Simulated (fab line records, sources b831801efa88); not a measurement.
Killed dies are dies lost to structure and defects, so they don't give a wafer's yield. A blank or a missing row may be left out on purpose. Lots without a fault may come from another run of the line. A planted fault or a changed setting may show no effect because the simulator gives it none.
Chamber matching | flow gf180mcu | GF_V5_CMP_04 on cmp-02: 4 sister chambers
The step polishes SiO2. 4 wafers are shown with their chamber, then 7 later ones without.

WAFERS WITH THEIR CHAMBER
wafer  | chamber | motor_current_A (A)
L120.6 | 1       | 13.1
L125.4 | 3       | 12.6
L133.1 | 2       | 14.8
L133.4 | 0       | 14.1

WAFERS WITHOUT THEIR CHAMBER
wafer  | motor_current_A (A)
L133.6 | 13.9
L134.1 | 13.1
L134.4 | 14.0
L134.5 | 12.3
L136.3 | 13.8
L136.4 | 13.6
L136.5 | 13.2

WHICH CHAMBER EACH WENT THROUGH
wafer  | from the rows above          | in truth
L133.6 | 0                            | 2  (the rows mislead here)
L134.1 | can't be placed: 1 or 3      | 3
L134.4 | 0                            | 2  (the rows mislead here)
L134.5 | can't be placed: 3 or 1      | 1
L136.3 | can't be placed: 0 or 1      | 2
L136.4 | can't be placed: 0 or 1 or 3 | 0
L136.5 | can't be placed: 1 or 3      | 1
Placed correctly: 0 of 7. Can't be placed from these rows: 5 (the true chamber is among the candidates in 4). Placed wrongly: 2.
How it was worked out, from the rows above alone: a wafer's distance from a chamber is the root of the sum, over the readings, of the square of ((its reading less the chamber's mean) divided by the reading's scatter). The wafer belongs to the nearest chamber; if the next one is less than 2 further off, it can't be placed. A chamber's mean is the mean of its shown wafers. The scatter: with one shown wafer a chamber, the root of the mean of the squares of how far each hidden wafer lies from its nearest shown one.
